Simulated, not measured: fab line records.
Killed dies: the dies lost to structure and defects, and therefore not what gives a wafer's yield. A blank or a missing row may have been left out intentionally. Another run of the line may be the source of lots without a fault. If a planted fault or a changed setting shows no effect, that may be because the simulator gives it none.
What tool caused it?    flow gf180mcu    11 lots with 33 wafers sampled at 3 steps, on a route of 602 steps

## WHAT EACH GAUGE READ, for each wafer
GF_PASSIVATION_THK_MEAS_01.
lot   measured      on             PASSIVATION_CVD_00_THK (nm)
L913  day 28 04:40  film-metro-03  979 1032 998
L914  day 28 09:28  film-metro-04  970 974 993
L915  day 28 19:10  film-metro-03  986 999 1025
L922  day 31 05:47  film-metro-03  989 1013 1016
L926  day 31 21:08  film-metro-03  995 1467 1008
L927  day 32 06:14  film-metro-03  973 966 996
L929  day 32 17:20  film-metro-03  981 984 1019
L930  day 33 02:04  film-metro-04  981 1016 995
L931  day 33 03:55  film-metro-03  993 1003 1006
L933  day 33 12:50  film-metro-03  987 1006 996
L936  day 34 07:57  film-metro-01  987 984 1000

## EACH LOT AND THE TOOL THAT RAN IT (in order: tool; ch and the chambers of the sampled wafers; start)
lot   GF_V4_ETCH_17                                  GF_PASSIVATION_CVD_00
L913  rie-diel-03 ch 0,1,3, day 28 04:35 or earlier  pecvd-01 ch 0,2, day 28 04:35
L914  rie-diel-04 ch 0,1, day 28 09:23 or earlier    pecvd-02 ch 0,1, day 28 09:23
L915  rie-diel-01 ch 0,1, day 28 19:04 or earlier    pecvd-02 ch 0,2, day 28 19:04
L922  rie-diel-01 ch 1,2,3, day 31 05:43 or earlier  pecvd-02 ch 1,2, day 31 05:43
L926  rie-diel-04 ch 1,2,3, day 31 21:02 or earlier  pecvd-01 ch 0,1,2, day 31 21:02
L927  rie-diel-01 ch 0,1,2, day 32 06:10 or earlier  pecvd-02 ch 1,2, day 32 06:10
L929  rie-diel-03 ch 0,1,2, day 32 17:16 or earlier  pecvd-02 ch 0,1,2, day 32 17:16
L930  rie-diel-01 ch 2,3, day 33 01:56 or earlier    pecvd-02 ch 0,1, day 33 01:56
L931  rie-diel-03 ch 0,2,3, day 33 03:49 or earlier  pecvd-04 ch 0,1,2, day 33 03:49
L933  rie-diel-01 ch 0,1,3, day 33 12:44 or earlier  pecvd-04 ch 0,1,2, day 33 12:44
L936  rie-diel-01 ch 0,3, day 34 07:52 or earlier    pecvd-02 ch 0,1,2, day 34 07:52
- GF_V4_ETCH_17: etches SiO2 in C4F8/O2/Ar, stops on TiN, target depth 630 nm.
- GF_PASSIVATION_CVD_00: deposits SiO2 from TEOS, target thk 1000 nm, time 111.95 s.

## THE ANSWER, worked out from the rows above alone
Rule: the usual values come from the lots themselves. The widest of any qualifying gaps counts: lots, ordered by their means at a reading, are off when they make up no more than a third of the lots, leave a main group of 4 or more, and stand apart from it by 3 or more times the standard deviation of that group's means. If all means in a main group match to the digits the tables above print for the reading, that group is not used. A lot without any number at a reading at which 4 lots or more have one is off too. Any other lot the step has rows for is counted as sound.
Off: L926, at GF_PASSIVATION_THK_MEAS_01 (PASSIVATION_CVD_00_THK). Mean 995 nm and standard deviation 9.2 in the main group.
A tool fits if, at a process step before that reading, it ran every lot that is off, and no sound lot after the first of them. Those tools and the gauges at GF_PASSIVATION_THK_MEAS_01 are tried in the same way. Because GF_V4_ETCH_17 lacks a start for some lots, the hours and order of its lots are taken from GF_PASSIVATION_CVD_00. Undecided on this evidence; 2 tools fit (rie-diel-04 at GF_V4_ETCH_17, pecvd-01 at GF_PASSIVATION_CVD_00).

## WHAT HAD BEEN PUT IN BY THE SIMULATOR
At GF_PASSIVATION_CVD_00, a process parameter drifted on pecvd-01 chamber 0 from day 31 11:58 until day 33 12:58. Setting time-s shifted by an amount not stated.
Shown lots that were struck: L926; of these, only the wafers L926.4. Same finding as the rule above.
